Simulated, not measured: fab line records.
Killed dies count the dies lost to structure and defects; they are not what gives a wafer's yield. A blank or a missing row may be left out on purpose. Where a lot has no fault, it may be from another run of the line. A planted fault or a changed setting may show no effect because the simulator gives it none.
Problem report in the 8D (eight disciplines) form, filled by code + flow gf180mcu + the parts of the form that need people (team, actions taken, sign-off) are left out

1. THE PROBLEM
Mean NWELL_TW at GF_NWELL_TW_MEAS_11: 1490 over 6 wafers in 2 lots; fault-free wafers: 1573, standard deviation 13. That puts it -6.4 standard deviations away from the usual mean.
Seen first at day 6 22:33 on film metro-02, wafer L733.2. Wafers with a number at this step in the record: 42, from 14 lots. Rule for "out", or "out of limits": more than 4 standard deviations from the usual mean. The rest of the wafers with a number are treated as sound.

2. WHAT IT IS AND WHAT IT IS NOT
| question                    | is                           | is not                                                                    |
|-----------------------------|------------------------------|---------------------------------------------------------------------------|
| which readings at this step | NWELL_TW                     | -                                                                         |
| which lots                  | L733, L734                   | L717, L718, L719, L720, L721, L724, L726, L727, L728, L729, L739, L740    |
| which wafers of those lots  | all that have a number       | -                                                                         |
| read on which gauges        | film metro-02, film metro-03 | film metro-01                                                             |
| when                        | from day 6 22:33             | up to then (30 sound wafers); but 6 sound wafers of L739, L740 came after |

3. WHAT RULES OUT EACH SUSPECT
Counting: a tool at a process step up to the reading stays a suspect if it ran every lot that is out and no sound lot after the first of them.
- the gauge at GF_NWELL_TW_MEAS_11 is ruled out. The wafers that are out were read on 2 gauges (film metro-02, film metro-03).
- implanter-03 at GF_NWELL_IMPLANT_09: ruled out as a lasting fault. After its first lot that is out, L733 (day 6 22:19), sound lots L739 ran on it.
Left after counting: nothing in the record.

4. THE CAUSE (what the simulator had put in)
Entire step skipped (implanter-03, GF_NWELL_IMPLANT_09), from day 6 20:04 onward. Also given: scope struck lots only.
Counting ruled it out, wrongly: the rule takes a fault to strike every lot that its tool runs from its start on, and this one did not.

5. THE CHAIN OF EFFECTS, in route order
Each row: a reading where the mean over the struck wafers with a number is more than 3 standard deviations away from the usual. Only readings whose record carries a usual standard deviation are examined. hours: median over the lots of the time between each lot's start at the first step of this table that gives one and its start at this step. sigmas: the change, counted in usual standard deviations.
| hours | step                | reading  | usual | on struck wafers | change | sigmas |
|-------|---------------------|----------|-------|------------------|--------|--------|
| 0     | GF_NWELL_TW_MEAS_11 | NWELL_TW | 1573  | 1490             | -83    | -6.4   |
Readings that are blank on the struck wafers while sound wafers have them: beam energy keV at GF_NWELL_IMPLANT_09; beam on s at GF_NWELL_IMPLANT_09; tilt deg at GF_NWELL_IMPLANT_09.
Later measuring or inspecting steps at which every struck wafer that the step has a row for has a number for every such reading, and none has moved that far: GF_VT_IMPLANT_OVL_MEAS_29.

6. HOW IT WOULD HAVE BEEN CAUGHT EARLIER
In this record the first reading out of limits at a measuring or inspecting step was taken at day 6 22:33, 2 hours after the fault began at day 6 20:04.
At GF_NWELL_IMPLANT_09 the tool's readings are blank on the struck wafers, where sound wafers have them: an empty tool record is the first sign, and it was there at once.
